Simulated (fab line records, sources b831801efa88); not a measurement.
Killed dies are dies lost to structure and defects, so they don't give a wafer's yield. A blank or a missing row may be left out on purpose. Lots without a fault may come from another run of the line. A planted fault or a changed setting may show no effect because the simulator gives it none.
Which tool did it? | flow gf180mcu | 13 lots, 39 wafers sampled, at 4 steps of a route of 602

WHAT THE GAUGES READ, wafer by wafer
GF_STI_CD_MEAS_12: target cd 220 nm.
lot  | measured    | on        | cd_nm (nm)
L559 | day 2 06:11 | cd_sem-02 | 222.2 221.4 221.8
L560 | day 2 13:44 | cd_sem-01 | 219.9 219.4 218.8
L561 | day 2 16:28 | cd_sem-02 | 220.0 220.8 220.4
L562 | day 2 22:04 | cd_sem-02 | 217.6 218.5 219.0
L563 | day 3 06:16 | cd_sem-01 | 220.5 220.8 220.7
L564 | day 3 13:25 | cd_sem-02 | 220.9 221.1 220.7
L565 | day 3 13:58 | cd_sem-01 | 223.1 221.9 222.4
L568 | day 4 03:38 | cd_sem-01 | 221.3 220.9 221.3
L569 | day 4 10:20 | cd_sem-02 | 219.6 220.1 218.4
L570 | day 4 17:22 | cd_sem-01 | 220.1 220.1 221.2
L572 | day 5 01:17 | cd_sem-01 | 220.3 218.3 219.1
L573 | day 5 07:34 | cd_sem-02 | 221.3 219.1 220.5
L579 | day 6 13:57 | cd_sem-01 | 178.7 179.6 178.2

GF_NWELL_OVL_MEAS_07.
lot  | measured    | on         | NWELL_OVL (nm)
L559 | day 3 18:56 | overlay-01 | -2.0 0.8 1.1
L560 | day 4 06:10 | overlay-02 | 3.1 2.9 1.9
L561 | day 4 06:08 | overlay-01 | 1.2 0.7 1.5
L562 | day 4 09:22 | overlay-01 | 0.1 0.7 -0.9
L563 | day 4 13:58 | overlay-01 | 0.0 1.2 0.8
L564 | day 4 23:07 | overlay-02 | -0.4 0.4 0.6
L565 | day 5 05:29 | overlay-01 | 1.0 0.2 0.8
L568 | day 5 12:46 | overlay-02 | 2.0 2.7 1.5
L569 | day 5 20:31 | overlay-01 | -0.8 1.1 1.9
L570 | day 6 04:32 | overlay-01 | 3.5 -0.5 0.7
L572 | day 6 12:50 | overlay-02 | 0.9 1.6 0.8
L573 | day 6 18:38 | overlay-01 | 1.3 1.0 1.8

GF_LVPWELL_OVL_MEAS_07.
lot  | measured    | on         | LVPWELL_OVL (nm)
L559 | day 4 08:25 | overlay-02 | 0.8 1.0 -3.3
L560 | day 4 19:58 | overlay-02 | -0.2 -0.9 -2.4
L561 | day 4 19:37 | overlay-01 | -0.3 -0.1 -0.1
L562 | day 4 23:43 | overlay-02 | -0.5 2.9 0.9
L563 | day 5 04:10 | overlay-01 | -1.2 0.8 -1.1
L564 | day 5 14:07 | overlay-02 | 1.8 2.8 2.8
L565 | day 5 21:19 | overlay-01 | -1.3 0.1 0.1
L568 | day 6 04:31 | overlay-02 | 1.1 0.6 -0.1
L569 | day 6 11:31 | overlay-02 | -1.2 0.0 -1.9
L570 | day 6 19:43 | overlay-02 | 0.5 -1.5 -0.9
L572 | day 7 05:29 | overlay-01 | -0.5 0.3 0.4
L573 | day 7 09:43 | overlay-02 | 0.9 -0.8 -0.5

WHICH TOOL RAN EACH LOT (tool, then ch and the chambers of the sampled wafers, then the start)
lot  | GF_STI_EXPOSE_09
L559 | krf_scanner-02 ch 0, day 2 00:05
L560 | krf_scanner-01 ch 0, day 2 07:37
L561 | krf_scanner-01 ch 0, day 2 10:52
L562 | krf_scanner-02 ch 0, day 2 15:56
L563 | krf_scanner-02 ch 0, day 3 00:52
L564 | krf_scanner-02 ch 0, day 3 07:13
L565 | krf_scanner-01 ch 0, day 3 07:27
L568 | krf_scanner-02 ch 0, day 3 21:44
L569 | krf_scanner-01 ch 0, day 4 03:28
L570 | krf_scanner-02 ch 0, day 4 10:59
L572 | krf_scanner-02 ch 0, day 4 19:00
L573 | krf_scanner-01 ch 0, day 4 23:59
L579 | krf_scanner-02 ch 0, day 6 06:49
- GF_STI_EXPOSE_09: exposes mask COMP, target cd 220 nm.

WHAT THE TOOLS THEMSELVES READ (means of the sampled wafers that have a number; where no wafer has one, the mark that the record gives instead)
GF_STI_EXPOSE_09.
lot  | tool           | focus_offset_nm (nm)
L559 | krf_scanner-02 | 0.1
L560 | krf_scanner-01 | 0.4
L561 | krf_scanner-01 | 0.4
L562 | krf_scanner-02 | -0.1
L563 | krf_scanner-02 | 0.0
L564 | krf_scanner-02 | -0.2
L565 | krf_scanner-01 | -0.1
L568 | krf_scanner-02 | -0.2
L569 | krf_scanner-01 | 0.7
L570 | krf_scanner-02 | -0.4
L572 | krf_scanner-02 | 0.4
L573 | krf_scanner-01 | 0.2
L579 | krf_scanner-02 | 0.1

THE ANSWER, worked out from the rows above alone
Rule: what is usual is taken from the lots themselves. Put in order of their means at a reading, lots are off if they are a third of the lots or fewer, leave a main group of 4 or more, and stand apart from it by a gap of 3 or more times the standard deviation of the main group's means; of several such gaps the widest counts. A main group whose means are all the same, to the digits that the tables above print for the reading, isn't used. A lot without any number at a reading at which 4 lots or more have one is off too. The other lots that the step has rows for count as sound. The gauges are gone through in route order, then the tools' own readings, and for those a lot's mean is taken as printed above. The first step at which some lot is off is used, and at that step the reading that is off furthest; a lot without a number counts as furthest.
Off: L579, at GF_STI_CD_MEAS_12 (cd_nm). The main group: mean 220.4 nm, standard deviation 1.1.
A tool fits if, at a process step before that reading, it ran every lot that is off, and no sound lot after the first of them. The gauges at GF_STI_CD_MEAS_12 are tried like those tools. Can't be told from this: 2 tools fit, krf_scanner-02 at GF_STI_EXPOSE_09, cd_sem-01 at GF_STI_CD_MEAS_12.

WHAT THE SIMULATOR HAD PUT IN
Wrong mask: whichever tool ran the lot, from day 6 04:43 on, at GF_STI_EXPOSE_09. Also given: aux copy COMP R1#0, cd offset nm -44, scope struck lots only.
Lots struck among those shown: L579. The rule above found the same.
